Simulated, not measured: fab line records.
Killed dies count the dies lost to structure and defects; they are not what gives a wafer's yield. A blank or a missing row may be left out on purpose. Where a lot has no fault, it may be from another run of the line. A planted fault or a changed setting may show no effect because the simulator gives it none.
What tool caused it? -- flow sky130 -- 12 lots with 36 wafers sampled at 5 steps, on a route of 708 steps

== WHAT THE GAUGES SHOWED, per wafer ==
SKY_SONOS_ONO_THK_MEAS_05.
lot,measured,on,SONOS_ONO_CVD_04_THK (nm)
L834,day 11 06:59,film-metro-02,5.70 5.78 5.74
L836,day 12 09:33,film-metro-01,5.73 5.66 5.70
L839,day 13 10:49,film-metro-02,5.80 5.78 5.72
L840,day 13 10:49,film-metro-03,5.73 5.52 5.75
L841,day 13 19:50,film-metro-02,5.65 5.74 5.72
L842,day 14 06:13,film-metro-01,5.59 5.65 5.69
L843,day 14 20:56,film-metro-02,5.79 5.81 5.80
L844,day 15 01:35,film-metro-03,5.90 5.81 5.85
L852,day 17 09:04,film-metro-02,5.74 5.78 5.73
L854,day 18 05:27,film-metro-03,5.86 5.94 5.91
L855,day 18 08:33,film-metro-01,5.80 5.82 5.82
L856,day 19 00:26,film-metro-03,5.82 5.66 5.93

SKY_GATE_OXIDE_OVL_MEAS_10.
lot,measured,on,GATE_OXIDE_OVL (nm)
L834,day 13 11:19,overlay-02,0.2 -1.7 -1.3
L836,day 14 18:02,overlay-01,0.0 0.2 0.2
L839,day 15 17:11,overlay-01,0.3 1.3 1.8
L840,day 15 15:35,overlay-02,2.3 2.1 4.0
L841,day 16 02:41,overlay-01,1.0 -0.8 -0.6
L842,day 16 14:38,overlay-01,-0.5 0.3 0.2
L843,day 17 07:23,overlay-02,0.7 1.0 -0.1
L844,day 17 13:36,overlay-02,1.5 1.7 2.1
L852,day 20 00:00,overlay-02,1.0 0.4 0.2
L854,day 20 20:26,overlay-01,0.6 1.3 0.9
L855,day 20 23:23,overlay-01,-1.0 -1.8 0.9
L856,day 21 15:23,overlay-02,0.4 -0.6 0.2

SKY_POLY_GATE_CD_MEAS_22.
lot,measured,on,cd-nm (nm)
L834,day 16 07:29,cd-sem-01,150.5 151.7 150.9
L836,day 17 09:27,cd-sem-02,149.8 149.3 150.7
L839,day 18 13:16,cd-sem-02,152.0 152.5 151.4
L840,day 18 10:37,cd-sem-01,152.5 153.3 153.8
L841,day 18 22:37,cd-sem-02,151.8 151.1 151.6
L842,day 19 15:09,cd-sem-01,152.5 155.4 152.1
L843,day 20 03:45,cd-sem-02,150.2 148.3 150.2
L844,day 20 11:33,cd-sem-02,150.8 150.2 150.8
L852,day 22 19:56,cd-sem-02,146.4 148.9 145.6
L854,day 23 16:06,cd-sem-01,150.4 149.8 147.8
L855,day 23 20:59,cd-sem-02,151.5 152.0 153.5
L856,day 24 10:13,cd-sem-02,151.7 152.0 151.2

== EACH LOT AND THE TOOL THAT RAN IT (in order: tool; ch and the chambers of the sampled wafers; start) ==
lot,SKY_POLY_GATE_ETCH_16,SKY_POLY_GATE_STRIP_18
L834,"rie-diel-04 ch 0,1,3, day 16 05:28","plasma-asher-01 ch 0,1, day 16 05:37"
L836,"rie-diel-02 ch 0,2,3, day 17 07:31","plasma-asher-04 ch 0,1, day 17 07:40"
L839,"rie-diel-02 ch 0,3, day 18 10:10","plasma-asher-04 ch 0,1, day 18 10:21"
L840,"rie-diel-01 ch 0,2,3, day 18 08:10","plasma-asher-04 ch 0,1, day 18 08:21"
L841,"rie-diel-01 ch 0,2,3, day 18 20:22","plasma-asher-01 ch 0,1, day 18 20:33"
L842,"rie-diel-01 ch 1,2,3, day 19 12:49","plasma-asher-03 ch 0,1, day 19 12:58"
L843,"rie-diel-01 ch 2,3, day 20 02:07","plasma-asher-04 ch 0, day 20 02:16"
L844,"rie-diel-01 ch 0,2,3, day 20 08:46","plasma-asher-01 ch 0,1, day 20 08:54"
L852,"rie-diel-01 ch 0,3, day 22 18:14","plasma-asher-01 ch 0,1, day 22 18:25"
L854,"rie-diel-02 ch 0,1,2, day 23 14:28","plasma-asher-01 ch 0,1, day 23 14:37"
L855,"rie-diel-01 ch 0,1,2, day 23 18:10","plasma-asher-04 ch 0,1, day 23 18:21"
L856,"rie-diel-01 ch 0,2, day 24 08:34","plasma-asher-01 ch 0,1, day 24 08:43"
- SKY_POLY_GATE_ETCH_16: etches Si3N4 in CH3F/O2, stops on poly-Si, time 147.5 s, target depth 75 nm.
- SKY_POLY_GATE_STRIP_18: strips in O2/N2.

== AS READ BY THE TOOLS THEMSELVES (means over the sampled wafers that have a number; for cases with no such wafer, the mark the record gives instead) ==
SKY_POLY_GATE_ETCH_16.
lot,tool,bias-w (W),drypump-motor-current-A (A),oes-product-au (a.u.),throttle-valve-pct (%)
L834,rie-diel-04,80.01,5.4,0.642,10.537
L836,rie-diel-02,79.78,5.6,0.648,10.544
L839,rie-diel-02,79.84,5.5,0.639,10.541
L840,rie-diel-01,80.31,5.9,0.634,10.542
L841,rie-diel-01,79.92,5.9,0.646,10.527
L842,rie-diel-01,80.08,5.8,0.643,10.542
L843,rie-diel-01,100.23,5.9,0.639,10.535
L844,rie-diel-01,100.29,5.9,0.636,10.523
L852,rie-diel-01,80.25,5.5,0.645,10.532
L854,rie-diel-02,80.09,5.8,0.640,10.538
L855,rie-diel-01,79.94,5.8,0.632,10.530
L856,rie-diel-01,79.91,5.9,0.642,10.535

SKY_POLY_GATE_STRIP_18.
lot,tool,drypump-motor-current-A (A),oes-product-au (a.u.),strip-time-to-endpoint-s (s)
L834,plasma-asher-01,5.9,0.353,3.173
L836,plasma-asher-04,5.9,0.362,3.120
L839,plasma-asher-04,5.9,0.356,3.160
L840,plasma-asher-04,5.9,0.363,3.126
L841,plasma-asher-01,5.9,0.358,3.111
L842,plasma-asher-03,5.2,0.357,3.156
L843,plasma-asher-04,5.8,0.361,3.074
L844,plasma-asher-01,5.9,0.351,3.044
L852,plasma-asher-01,5.8,0.362,3.171
L854,plasma-asher-01,5.9,0.360,3.165
L855,plasma-asher-04,5.9,0.359,3.173
L856,plasma-asher-01,5.9,0.359,3.170

== THE ANSWER, worked out from the rows above alone ==
Rule: the lots themselves supply what counts as usual. Put in order of their means at a reading, lots are off if they are a third of the lots or fewer, leave a main group of 4 or more, and stand apart from it by a gap of 3 or more times the standard deviation of the main group's means; of several such gaps the widest counts. A main group whose means are all the same, to the digits that the tables above print for the reading, isn't used. A lot without any number at a reading at which 4 lots or more have one is off too. Where the step has rows for the other lots, those lots are counted as sound. First the gauges in route order, then the tools' own readings, where a lot's mean is used as printed above. At the first step where some lot is off, the reading lying furthest off is the one used; lots without a number count as furthest.
Off, at SKY_POLY_GATE_ETCH_16 on bias-w: L843, L844. The main group has a mean of 80.01 W with a standard deviation of 0.16.
If a tool, at that step or one of the process steps before it, ran each lot that is off and ran no sound lot following the first of them, it fits. None of those tried fits.

== WHAT WAS PUT IN BY THE SIMULATOR ==
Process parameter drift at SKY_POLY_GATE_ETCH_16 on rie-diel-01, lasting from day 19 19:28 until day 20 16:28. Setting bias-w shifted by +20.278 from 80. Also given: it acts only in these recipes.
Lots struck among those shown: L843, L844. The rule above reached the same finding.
